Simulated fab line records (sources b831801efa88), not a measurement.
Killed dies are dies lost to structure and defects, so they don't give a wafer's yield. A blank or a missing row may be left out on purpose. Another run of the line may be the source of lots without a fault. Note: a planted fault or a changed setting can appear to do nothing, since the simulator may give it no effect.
Chamber matching    flow sky130    rie_diel-04 running SKY_SPACER_ETCHBACK_02: 4 sister chambers
The step etches Si3N4 in CH3F/O2, stops on SiO2, time 46.7 s, target depth 45 nm. 8 wafers are shown with their chamber, then 10 later ones without.

## EACH WAFER AND ITS CHAMBER
wafer   chamber  drypump_motor_current_A (A)  oes_product_au (a.u.)
L075.6  0        6.3                          0.843
L080.6  2        5.6                          0.862
L081.1  2        5.6                          0.858
L085.2  3        4.7                          0.847
L085.4  1        6.1                          0.847
L085.5  3        4.7                          0.845
L089.1  1        6.1                          0.849
L089.2  0        6.2                          0.848

## WAFERS WITHOUT THEIR CHAMBER
wafer   drypump_motor_current_A (A)  oes_product_au (a.u.)
L089.3  4.7                          0.843
L090.2  4.7                          0.846
L090.4  6.2                          0.845
L090.6  5.5                          0.851
L092.4  5.6                          0.861
L092.5  4.7                          0.863
L092.6  6.1                          0.856
L094.1  4.7                          0.853
L094.4  5.6                          0.849
L094.5  5.6                          0.848

## CHAMBER TAKEN BY EACH
wafer    from the rows above       in truth
L089.3   3                         3
L090.2   3                         3
L090.4   can't be placed: 0 or 1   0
L090.6   2                         2
L092.4   2                         2
L092.5   3                         3
L092.6   1                         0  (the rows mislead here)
L094.1   3                         3
L094.4   2                         2
L094.5   2                         2
Correctly placed: 8 of 10. From these rows, 1 cannot be placed; in 1 the true chamber is one of the candidates. 1 placed wrongly.
How it was worked out, from the rows above alone: a wafer's distance from a chamber is the root of the sum, over the readings, of the square of ((its reading less the chamber's mean) divided by the reading's scatter). The wafer belongs to the nearest chamber; if the next one is less than 2 further off, it can't be placed. Each chamber's mean is taken over the wafers shown for it. The scatter: take each reading less its chamber's mean, square it, sum over the shown wafers, divide by the number of wafers less the number of chambers, and take the root.
